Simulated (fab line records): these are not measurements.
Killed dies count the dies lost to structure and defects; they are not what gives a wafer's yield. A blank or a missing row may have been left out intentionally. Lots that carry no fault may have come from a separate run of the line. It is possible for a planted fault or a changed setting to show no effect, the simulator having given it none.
Struck lot and sound lot, side by side :: flow gf180mcu :: 27 out of 602 route steps
Sound: these wafers, L524.1, L524.3, L524.4. Struck: wafers L528.1, L528.4, L528.5. The cause comes at the end.
Each step with rows lists, per side, the tool, then ch with its chambers, then its first start. Under that, the readings that differ: sound wafers :: struck wafers :: difference of the means :: sigmas: that difference in standard deviations of wafers without a fault.
alike: words and numbers the same on both sides, and readings whose means are apart by under 2 such deviations; not compared: readings that were withheld, readings missing a value for some wafer, numbers with overlapping values and no deviation given by the record, and bounds like >300 which may hide the same value.
The two part at a step that has a row with sigmas, a row that says differs or no value, or rows on one side only. Numbers that don't overlap but have no deviation are shown without sigmas and don't part them. A reading missing from all wafers of one side parts the sides only when that side holds two or more wafers.

GF_NWELL_STRIP_10: strips in O2/N2.
  sound on plasma-asher-01 ch 0,1, day 4 10:13; struck on plasma-asher-01 ch 0,1, day 5 10:25
  alike: drypump-motor-current-A, heater-power-w, oes-product-au, strip-time-to-endpoint-s
  not compared: rf-hours-counter-h
GF_NWELL_TW_MEAS_11:
  struck on film-metro-01, day 5 10:31; sound on film-metro-04, day 4 10:19
  alike: NWELL_TW
then, 7 steps without rows for these wafers: GF_LVPWELL_DEHYDRATE_00 (time 60 s); GF_LVPWELL_HMDS_01 (prime time 60 s); GF_LVPWELL_COAT_02 (resist thk 3000 nm); GF_LVPWELL_SOFTBAKE_03; GF_LVPWELL_EXPOSE_04 (exposes mask LVPWELL, target cd 600 nm); GF_LVPWELL_PEB_05; GF_LVPWELL_DEVELOP_06 (develop time 60 s).
GF_LVPWELL_OVL_MEAS_07:
  struck on overlay-01, day 6 00:47; sound on overlay-01, day 5 00:14
  alike: LVPWELL_OVL
then, 2 steps without rows for these wafers: GF_LVPWELL_IMPLANT_08; GF_LVPWELL_IMPLANT_09.
GF_LVPWELL_STRIP_10: strips in O2/N2.
  sound on plasma-asher-04 ch 0,1, day 5 00:34; struck on plasma-asher-01 ch 0,1, day 6 01:07
reading: oes-product-au (a.u.)
sound: 0.728 0.716 0.725
struck: 0.926 0.928 0.930
difference: +0.205
sigmas: +39

reading: strip-time-to-endpoint-s (s)
sound: 36.88 36.80 36.85
struck: - - -
difference: no value on the struck wafers
sigmas: 

reading: model.coat_of_LVPWELL_COAT_02.thk-nm (nm)
sound: 0 0 0
struck: 1592 1589 1586
difference: +1589
sigmas: 
  alike: drypump-motor-current-A, heater-power-w
  not compared: rf-hours-counter-h
GF_LVPWELL_TW_MEAS_11:
  struck on film-metro-04, day 6 01:13; sound on film-metro-04, day 5 00:40
  alike: LVPWELL_TW
then, 7 steps without rows for these wafers: GF_MVSD_DEHYDRATE_00 (time 60 s); GF_MVSD_HMDS_01 (prime time 60 s); GF_MVSD_COAT_02 (resist thk 3000 nm); GF_MVSD_SOFTBAKE_03; GF_MVSD_EXPOSE_04 (exposes mask MVSD, target cd 1000 nm); GF_MVSD_PEB_05; GF_MVSD_DEVELOP_06 (develop time 60 s).
GF_MVSD_OVL_MEAS_07:
  struck on overlay-02, day 6 15:59; sound on overlay-02, day 5 14:23
  alike: MVSD_OVL
then, 2 steps without rows for these wafers: GF_MVSD_IMPLANT_08; GF_MVSD_IMPLANT_09.
GF_MVSD_STRIP_10: strips in O2/N2.
  sound on plasma-asher-04 ch 0,1, day 5 14:43; struck on plasma-asher-01 ch 0,1, day 6 16:19
reading: strip-time-to-endpoint-s (s)
sound: 36.98 37.02 36.92
struck: 60.22 60.23 60.25
difference: +23.26
sigmas: +99 or more
  alike: drypump-motor-current-A, heater-power-w, oes-product-au
  not compared: rf-hours-counter-h
GF_MVSD_TW_MEAS_11:
  struck on film-metro-03, day 6 16:25; sound on film-metro-01, day 5 14:49
reading: MVSD_TW
sound: 1580 1570 1580
struck: 30 30 30
difference: -1547
sigmas: -99 or more
then, 1 step without rows for these wafers: GF_MVPSD_DEHYDRATE_00 (time 60 s).

WHERE THEY PART
Earliest at GF_LVPWELL_STRIP_10; latest, in this record, at GF_MVSD_TW_MEAS_11.

WHY: whatever the simulator had introduced
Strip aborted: plasma-asher-01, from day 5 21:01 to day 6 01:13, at GF_LVPWELL_STRIP_10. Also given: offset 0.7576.
